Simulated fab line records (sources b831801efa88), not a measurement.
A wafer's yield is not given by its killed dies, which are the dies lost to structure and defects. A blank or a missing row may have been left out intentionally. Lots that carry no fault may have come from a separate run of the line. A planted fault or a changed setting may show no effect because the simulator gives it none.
A sampling plan put to the test / flow sky130 / one fab line, 17 faults that these records tell of, each judged on the records of the lots that it struck
The plan consists of the line's own looks: route steps at which the wafer is read by a gauge or an inspection but not changed. A look can be judged if struck wafers have a number there and the file gives its usual mean and standard deviation on fault-free wafers. Caught: 4 or more of those standard deviations (sigma) separate the usual mean from the mean of the struck wafers at a look after the fault's first step. On the tool: the same test on the tool's own readings at the fault's steps. If the struck wafers alone have a blank record, or they carry another recipe, that too counts as caught.

THE FAULTS, as the simulator had put them in
1. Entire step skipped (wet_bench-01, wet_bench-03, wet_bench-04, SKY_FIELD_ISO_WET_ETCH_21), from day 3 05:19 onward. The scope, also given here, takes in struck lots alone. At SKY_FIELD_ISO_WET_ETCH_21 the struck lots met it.
2. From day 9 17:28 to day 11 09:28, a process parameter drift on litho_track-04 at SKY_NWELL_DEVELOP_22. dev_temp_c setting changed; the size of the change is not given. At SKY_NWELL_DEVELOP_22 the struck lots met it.
3. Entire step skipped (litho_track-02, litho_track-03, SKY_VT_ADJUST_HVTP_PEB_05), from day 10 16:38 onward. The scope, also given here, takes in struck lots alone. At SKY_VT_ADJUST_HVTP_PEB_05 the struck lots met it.
4. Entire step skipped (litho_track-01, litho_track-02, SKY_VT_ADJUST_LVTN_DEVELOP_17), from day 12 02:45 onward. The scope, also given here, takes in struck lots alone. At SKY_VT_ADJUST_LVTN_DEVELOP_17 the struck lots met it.
5. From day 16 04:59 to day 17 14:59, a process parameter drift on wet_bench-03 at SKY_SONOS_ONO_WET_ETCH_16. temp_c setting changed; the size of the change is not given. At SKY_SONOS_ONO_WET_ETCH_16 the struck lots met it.
6. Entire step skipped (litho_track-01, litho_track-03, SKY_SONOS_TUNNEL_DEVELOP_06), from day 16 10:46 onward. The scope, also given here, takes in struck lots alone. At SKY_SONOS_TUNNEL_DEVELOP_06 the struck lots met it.
7. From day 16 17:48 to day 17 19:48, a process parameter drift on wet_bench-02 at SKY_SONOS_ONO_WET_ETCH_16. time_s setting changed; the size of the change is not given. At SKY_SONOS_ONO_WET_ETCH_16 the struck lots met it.
8. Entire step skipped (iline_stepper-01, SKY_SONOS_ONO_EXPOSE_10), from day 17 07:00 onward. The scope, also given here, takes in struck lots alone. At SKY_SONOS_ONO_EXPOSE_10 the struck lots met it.
9. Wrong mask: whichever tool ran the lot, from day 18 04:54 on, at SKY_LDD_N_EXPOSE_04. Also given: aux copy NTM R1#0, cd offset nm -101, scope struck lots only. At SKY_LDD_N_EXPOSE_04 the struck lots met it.
10. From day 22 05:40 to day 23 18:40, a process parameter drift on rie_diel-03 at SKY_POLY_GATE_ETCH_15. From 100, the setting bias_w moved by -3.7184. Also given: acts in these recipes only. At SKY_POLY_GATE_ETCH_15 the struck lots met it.
11. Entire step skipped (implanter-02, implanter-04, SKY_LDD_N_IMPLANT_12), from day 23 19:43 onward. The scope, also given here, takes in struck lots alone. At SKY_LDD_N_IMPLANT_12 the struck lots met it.
12. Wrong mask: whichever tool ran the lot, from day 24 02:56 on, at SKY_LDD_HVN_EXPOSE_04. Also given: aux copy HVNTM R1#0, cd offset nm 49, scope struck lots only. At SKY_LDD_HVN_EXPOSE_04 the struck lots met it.
13. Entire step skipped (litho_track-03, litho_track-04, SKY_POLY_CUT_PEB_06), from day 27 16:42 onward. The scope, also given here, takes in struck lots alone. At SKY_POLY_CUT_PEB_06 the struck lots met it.
14. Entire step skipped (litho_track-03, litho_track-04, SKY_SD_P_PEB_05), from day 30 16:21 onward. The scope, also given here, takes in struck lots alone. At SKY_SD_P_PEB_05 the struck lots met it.
15. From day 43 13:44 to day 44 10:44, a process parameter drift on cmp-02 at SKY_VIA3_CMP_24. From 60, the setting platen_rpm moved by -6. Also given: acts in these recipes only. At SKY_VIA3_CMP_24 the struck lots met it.
16. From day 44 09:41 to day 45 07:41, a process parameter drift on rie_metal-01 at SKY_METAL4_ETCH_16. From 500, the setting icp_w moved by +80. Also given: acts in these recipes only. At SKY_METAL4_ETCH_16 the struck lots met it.
17. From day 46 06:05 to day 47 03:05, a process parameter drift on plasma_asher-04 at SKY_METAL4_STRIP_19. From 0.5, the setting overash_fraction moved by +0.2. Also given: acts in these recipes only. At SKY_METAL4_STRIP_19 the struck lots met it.

WHAT THE PLAN SAW
fault=1; on the tool itself=the tool's record is blank for the struck wafers; first look that catches it=none of the 2 looks that can be judged after it; reading, sigma=-; median hours from its first step to that look=-; hours from the fault's start to the first struck lot there=-; judged looks passed uncaught=2
fault=2; on the tool itself=developer_temp_C -10.0 sigma; first look that catches it=not the one look that can be judged after it; reading, sigma=-; median hours from its first step to that look=-; hours from the fault's start to the first struck lot there=-; judged looks passed uncaught=1
fault=3; on the tool itself=no reading that can be judged; first look that catches it=no look after it can be judged; reading, sigma=-; median hours from its first step to that look=-; hours from the fault's start to the first struck lot there=-; judged looks passed uncaught=0
fault=4; on the tool itself=the tool's record is blank for the struck wafers; first look that catches it=not the one look that can be judged after it; reading, sigma=-; median hours from its first step to that look=-; hours from the fault's start to the first struck lot there=-; judged looks passed uncaught=1
fault=5; on the tool itself=temp_c -4.5 sigma; first look that catches it=no look after it can be judged; reading, sigma=-; median hours from its first step to that look=-; hours from the fault's start to the first struck lot there=-; judged looks passed uncaught=0
fault=6; on the tool itself=the tool's record is blank for the struck wafers; first look that catches it=no look after it can be judged; reading, sigma=-; median hours from its first step to that look=-; hours from the fault's start to the first struck lot there=-; judged looks passed uncaught=0
fault=7; on the tool itself=run_length_s -48 sigma; first look that catches it=no look after it can be judged; reading, sigma=-; median hours from its first step to that look=-; hours from the fault's start to the first struck lot there=-; judged looks passed uncaught=0
fault=8; on the tool itself=no reading that can be judged; first look that catches it=no look after it can be judged; reading, sigma=-; median hours from its first step to that look=-; hours from the fault's start to the first struck lot there=-; judged looks passed uncaught=0
fault=9; on the tool itself=under 2 sigma; first look that catches it=not the one look that can be judged after it; reading, sigma=-; median hours from its first step to that look=-; hours from the fault's start to the first struck lot there=-; judged looks passed uncaught=1
fault=10; on the tool itself=bias_w -11 sigma; first look that catches it=not the one look that can be judged after it; reading, sigma=-; median hours from its first step to that look=-; hours from the fault's start to the first struck lot there=-; judged looks passed uncaught=1
fault=11; on the tool itself=the tool's record is blank for the struck wafers; first look that catches it=no look after it can be judged; reading, sigma=-; median hours from its first step to that look=-; hours from the fault's start to the first struck lot there=-; judged looks passed uncaught=0
fault=12; on the tool itself=under 2 sigma; first look that catches it=no look after it can be judged; reading, sigma=-; median hours from its first step to that look=-; hours from the fault's start to the first struck lot there=-; judged looks passed uncaught=0
fault=13; on the tool itself=no reading that can be judged; first look that catches it=no look after it can be judged; reading, sigma=-; median hours from its first step to that look=-; hours from the fault's start to the first struck lot there=-; judged looks passed uncaught=0
fault=14; on the tool itself=no reading that can be judged; first look that catches it=no look after it can be judged; reading, sigma=-; median hours from its first step to that look=-; hours from the fault's start to the first struck lot there=-; judged looks passed uncaught=0
fault=15; on the tool itself=platen_rpm -99 or beyond sigma; first look that catches it=no look after it can be judged; reading, sigma=-; median hours from its first step to that look=-; hours from the fault's start to the first struck lot there=-; judged looks passed uncaught=0
fault=16; on the tool itself=rf_fwd_power_W +49 sigma; first look that catches it=no look after it can be judged; reading, sigma=-; median hours from its first step to that look=-; hours from the fault's start to the first struck lot there=-; judged looks passed uncaught=0
fault=17; on the tool itself=under 2 sigma; first look that catches it=no look after it can be judged; reading, sigma=-; median hours from its first step to that look=-; hours from the fault's start to the first struck lot there=-; judged looks passed uncaught=0
A dash: the fault is not caught, or the number is missing from these records.

Caught at a look: 0 of 17. Caught on the tool: 10 of 17. By one or the other: 10 of 17.
Caught on the tool alone: faults 1, 2, 4, 5, 6, 7, 10, 11, 15, 16.
Caught by neither: faults 3, 8, 9, 12, 13, 14, 17.
